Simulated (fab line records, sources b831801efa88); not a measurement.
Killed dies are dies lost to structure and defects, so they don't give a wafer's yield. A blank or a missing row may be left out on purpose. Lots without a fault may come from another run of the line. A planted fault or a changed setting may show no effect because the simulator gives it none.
Chamber matching | flow gf180mcu | GF_V3_ETCH_16 on rie_diel-02: 4 sister chambers
The step etches BARC in N2/H2. 14 wafers are shown with their chamber, then 7 later ones without.

WAFERS WITH THEIR CHAMBER
wafer  | chamber | drypump_motor_current_A (A) | oes_product_au (a.u.) | throttle_valve_pct (%)
L506.3 | 3       | 4.9                         | 0.850                 | 13.214
L506.4 | 2       | 5.1                         | 0.865                 | 13.222
L506.5 | 2       | 5.0                         | 0.860                 | 13.237
L507.4 | 0       | 5.1                         | 0.853                 | 13.211
L507.5 | 0       | 5.1                         | 0.850                 | 13.238
L507.6 | 3       | 4.9                         | 0.852                 | 13.233
L520.1 | 2       | 5.1                         | 0.854                 | 13.217
L520.2 | 0       | 5.1                         | 0.855                 | 13.207
L520.3 | 1       | 6.1                         | 0.849                 | 13.225
L521.1 | 3       | 4.9                         | 0.852                 | 13.210
L521.4 | 2       | 5.0                         | 0.854                 | 13.224
L521.5 | 2       | 5.0                         | 0.848                 | 13.213
L525.1 | 0       | 5.1                         | 0.851                 | 13.210
L525.2 | 3       | 4.9                         | 0.837                 | 13.232

SIGNATURES (means of the wafers above)
reading                 | chamber 0 | chamber 1 | chamber 2 | chamber 3 | scatter within a chamber
drypump_motor_current_A | 5.100     | 6.100     | 5.040     | 4.900     | 0.0346
oes_product_au          | 0.85225   | 0.84900   | 0.85620   | 0.84775   | 0.00583
throttle_valve_pct      | 13.21650  | 13.22500  | 13.22260  | 13.22225  | 0.0118
Rule: a wafer's distance from a chamber is the root of the sum, over the readings, of the square of ((its reading less the chamber's mean) divided by the reading's scatter). The wafer belongs to the nearest chamber; if the next one is less than 2 further off, it can't be placed. The scatter: the root of (the sum of the squares of (reading less its chamber's mean) over the shown wafers, divided by (wafers less chambers)).

WAFERS WITHOUT THEIR CHAMBER
wafer  | drypump_motor_current_A (A) | oes_product_au (a.u.) | throttle_valve_pct (%)
L525.3 | 5.1                         | 0.845                 | 13.227
L526.1 | 5.1                         | 0.854                 | 13.224
L526.2 | 4.9                         | 0.846                 | 13.220
L526.6 | 6.1                         | 0.850                 | 13.227
L528.3 | 6.1                         | 0.851                 | 13.245
L528.5 | 4.9                         | 0.859                 | 13.231
L528.6 | 5.1                         | 0.855                 | 13.236

WHICH CHAMBER EACH WENT THROUGH
wafer  | from the rows above     | in truth
L525.3 | can't be placed: 0 or 2 | 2
L526.1 | can't be placed: 0 or 2 | 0
L526.2 | 3                       | 3
L526.6 | 1                       | 1
L528.3 | 1                       | 1
L528.5 | 3                       | 3
L528.6 | can't be placed: 0 or 2 | 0
Placed correctly: 4 of 7. Can't be placed from these rows: 3 (the true chamber is among the candidates in 3). Placed wrongly: 0.
